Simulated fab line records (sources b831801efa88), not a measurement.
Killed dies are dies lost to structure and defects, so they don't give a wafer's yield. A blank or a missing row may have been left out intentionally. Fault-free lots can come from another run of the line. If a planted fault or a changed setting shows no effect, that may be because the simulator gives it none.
Which tool did it?	flow gf180mcu	7 lots, 21 wafers sampled, at 2 steps of a route of 602

WHAT EACH GAUGE READ, for each wafer
GF_HV_LDD_CD_MEAS_31 targets a cd of 400 nm.
lot	measured	on	cd_nm (nm)
L921	day 12 01:37	cd_sem-01	399.9 400.9 401.0
L924	day 13 07:02	cd_sem-01	405.0 406.0 406.3
L926	day 13 15:52	cd_sem-01	398.6 400.4 399.9
L933	day 16 06:01	cd_sem-01	401.5 403.2 401.9
L936	day 17 17:55	cd_sem-01	399.6 401.9 401.5
L940	day 18 04:47	cd_sem-01	402.1 401.3 400.3
L942	day 19 12:19	cd_sem-01	398.0 397.7 398.6

WHAT TOOL EACH LOT RAN ON (gives the tool, then ch and the chambers of the sampled wafers, and finally the start)
lot	GF_STI_ETCH_13
L921	rie_diel-01 ch 0,1, day 2 10:59
L924	rie_diel-01 ch 2,3, day 3 03:43
L926	rie_diel-01 ch 0,3, day 3 13:10
L933	rie_diel-03 ch 0,1,2, day 5 03:26
L936	rie_diel-01 ch 0,1,2, day 5 19:34
L940	rie_diel-02 ch 1,2, day 6 12:49
L942	rie_diel-02 ch 0,1,3, day 7 06:55
- GF_STI_ETCH_13: etches the open film in CHF3/O2, stops on Si, target depth 282.31 nm, time 112.9 s.

THE ANSWER, worked out from the rows above alone
Rule: the usual values come from the lots themselves. Put in order of their means at a reading, lots are off if they are a third of the lots or fewer, leave a main group of 4 or more, and stand apart from it by a gap of 3 or more times the standard deviation of the main group's means; of several such gaps the widest counts. A main group is skipped when, at the precision printed for the reading in the tables above, its means are all equal. Also off: a lot with no number at a reading for which 4 or more lots have one. All remaining lots with rows at the step are treated as sound.
No lot is off at any reading shown: from this, nothing can be told.

WHAT THE SIMULATOR HAD INSERTED
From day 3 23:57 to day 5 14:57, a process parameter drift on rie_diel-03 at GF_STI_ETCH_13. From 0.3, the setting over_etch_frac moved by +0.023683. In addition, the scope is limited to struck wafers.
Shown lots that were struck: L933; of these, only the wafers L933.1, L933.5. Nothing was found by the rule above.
